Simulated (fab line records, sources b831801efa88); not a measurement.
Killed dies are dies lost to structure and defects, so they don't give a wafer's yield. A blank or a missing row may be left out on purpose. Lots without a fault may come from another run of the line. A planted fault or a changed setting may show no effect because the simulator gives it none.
Chamber matching | flow gf180mcu | GF_V4_ETCH_16 on rie_diel-03: 4 sister chambers
The step etches BARC in N2/H2. 8 wafers are shown with their chamber, then 9 later ones without.

WAFERS WITH THEIR CHAMBER
wafer  | chamber | drypump_motor_current_A (A) | oes_product_au (a.u.)
L078.2 | 2       | 5.6                         | 0.859
L082.5 | 1       | 6.0                         | 0.854
L084.1 | 3       | 6.7                         | 0.851
L086.4 | 1       | 6.0                         | 0.851
L086.6 | 3       | 6.8                         | 0.858
L088.1 | 2       | 5.6                         | 0.862
L088.3 | 0       | 5.8                         | 0.851
L088.5 | 0       | 5.8                         | 0.850

WAFERS WITHOUT THEIR CHAMBER
wafer  | drypump_motor_current_A (A) | oes_product_au (a.u.)
L089.2 | 5.7                         | 0.867
L089.3 | 5.8                         | 0.859
L089.5 | 6.0                         | 0.856
L094.2 | 5.8                         | 0.858
L094.3 | 6.8                         | 0.853
L094.6 | 6.0                         | 0.862
L095.4 | 6.8                         | 0.851
L095.5 | 6.7                         | 0.846
L095.6 | 5.8                         | 0.864

WHICH CHAMBER EACH WENT THROUGH
wafer  | from the rows above     | in truth
L089.2 | 2                       | 2
L089.3 | 0                       | 0
L089.5 | 1                       | 1
L094.2 | 0                       | 0
L094.3 | 3                       | 3
L094.6 | 1                       | 1
L095.4 | 3                       | 3
L095.5 | 3                       | 3
L095.6 | can't be placed: 0 or 2 | 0
Placed correctly: 8 of 9. Can't be placed from these rows: 1 (the true chamber is among the candidates in 1). Placed wrongly: 0.
How it was worked out, from the rows above alone: a wafer's distance from a chamber is the root of the sum, over the readings, of the square of ((its reading less the chamber's mean) divided by the reading's scatter). The wafer belongs to the nearest chamber; if the next one is less than 2 further off, it can't be placed. A chamber's mean is the mean of its shown wafers. The scatter: the root of (the sum of the squares of (reading less its chamber's mean) over the shown wafers, divided by (wafers less chambers)).
